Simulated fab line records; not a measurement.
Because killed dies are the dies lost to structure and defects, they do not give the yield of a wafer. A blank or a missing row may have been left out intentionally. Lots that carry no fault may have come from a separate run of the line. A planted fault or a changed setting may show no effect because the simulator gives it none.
Which tool is to blame? + flow sky130 + 34 wafers from 12 lots sampled at 2 of the route's 708 steps

WHAT EACH GAUGE READ, for each wafer
SKY_VT_ADJUST_NCORE_CD_MEAS_07: target cd 380 nm. Usual: cdNm 380.8 nm, standard deviation 2.6.
| lot  | measured     | on       | cdNm (nm)         | flag |
|------|--------------|----------|-------------------|------|
| L407 | day 10 06:08 | cdSem-01 | 375.5 375.3 376.0 |      |
| L408 | day 10 10:01 | cdSem-01 | 385.6 382.4 383.5 |      |
| L409 | day 10 20:05 | cdSem-01 | 382.0 380.4       |      |
| L410 | day 10 21:01 | cdSem-02 | 378.6 382.8 381.2 |      |
| L411 | day 11 06:50 | cdSem-02 | 381.6 384.1 381.9 |      |
| L412 | day 11 14:14 | cdSem-02 | 385.2 382.4       |      |
| L420 | day 14 01:25 | cdSem-02 | 377.8 379.8 380.6 |      |
| L421 | day 14 09:29 | cdSem-01 | 377.2 376.7 375.1 |      |
| L422 | day 14 17:23 | cdSem-02 | 385.7 382.2 384.3 |      |
| L424 | day 15 00:25 | cdSem-01 | 379.3 381.2 381.5 |      |
| L425 | day 15 06:20 | cdSem-01 | 382.1 381.8 381.6 |      |
| L426 | day 15 11:23 | cdSem-02 | 378.6 379.0 379.5 |      |

SKY_SONOS_ONO_THK_MEAS_01. Usual: for SONOS_ONO_OXIDATION_THK the level is 2.59 nm and the standard deviation is 0.065.
| lot  | measured     | on           | SONOS_ONO_OXIDATION_THK (nm) | flag |
|------|--------------|--------------|------------------------------|------|
| L407 | day 13 09:24 | filmMetro-04 | 2.52 2.50 2.46               |      |
| L408 | day 13 16:11 | filmMetro-03 | 2.49 2.53 2.55               |      |
| L409 | day 14 01:32 | filmMetro-03 | 2.59 2.56                    |      |
| L410 | day 14 02:29 | filmMetro-01 | 2.51 2.48 2.44               |      |
| L411 | day 14 14:17 | filmMetro-03 | 2.62 2.58 2.66               |      |
| L412 | day 14 22:16 | filmMetro-03 | 2.56 2.61                    |      |
| L420 | day 17 15:59 | filmMetro-01 | 2.59 2.65 2.55               |      |
| L421 | day 18 01:49 | filmMetro-04 | 2.65 2.61 2.59               |      |
| L422 | day 18 13:31 | filmMetro-03 | 2.61 2.56 2.58               |      |
| L424 | day 18 18:49 | filmMetro-03 | 2.66 2.63 2.62               |      |
| L425 | day 19 01:20 | filmMetro-01 | 2.61 2.61 2.63               |      |
| L426 | day 19 07:25 | filmMetro-04 | 2.51 2.57 2.58               |      |

EACH LOT AND THE TOOL THAT RAN IT (in order: tool; ch and the chambers of the sampled wafers; start)
The record holds no process step before these readings.

AS READ BY THE TOOLS THEMSELVES (means over the sampled wafers that have a number; for cases with no such wafer, the mark the record gives instead)
The record holds no such reading with a usual standard deviation.

THE ANSWER, worked out from the rows above alone
Rule: lot off if the mean of its wafers having a number is beyond 3 standard deviations from the usual mean. Also off: a lot with no number at a reading for which 4 or more lots have one. Any other lot the step has rows for is counted as sound. Order of review: gauges by route order, followed by the tools' own readings, for which a lot's mean as printed above is used. At the first step where some lot is off, the reading lying furthest off is the one used; lots without a number count as furthest.
Across all readings shown, no lot is off: no conclusion can be drawn from this.

WHAT THE SIMULATOR PUT IN
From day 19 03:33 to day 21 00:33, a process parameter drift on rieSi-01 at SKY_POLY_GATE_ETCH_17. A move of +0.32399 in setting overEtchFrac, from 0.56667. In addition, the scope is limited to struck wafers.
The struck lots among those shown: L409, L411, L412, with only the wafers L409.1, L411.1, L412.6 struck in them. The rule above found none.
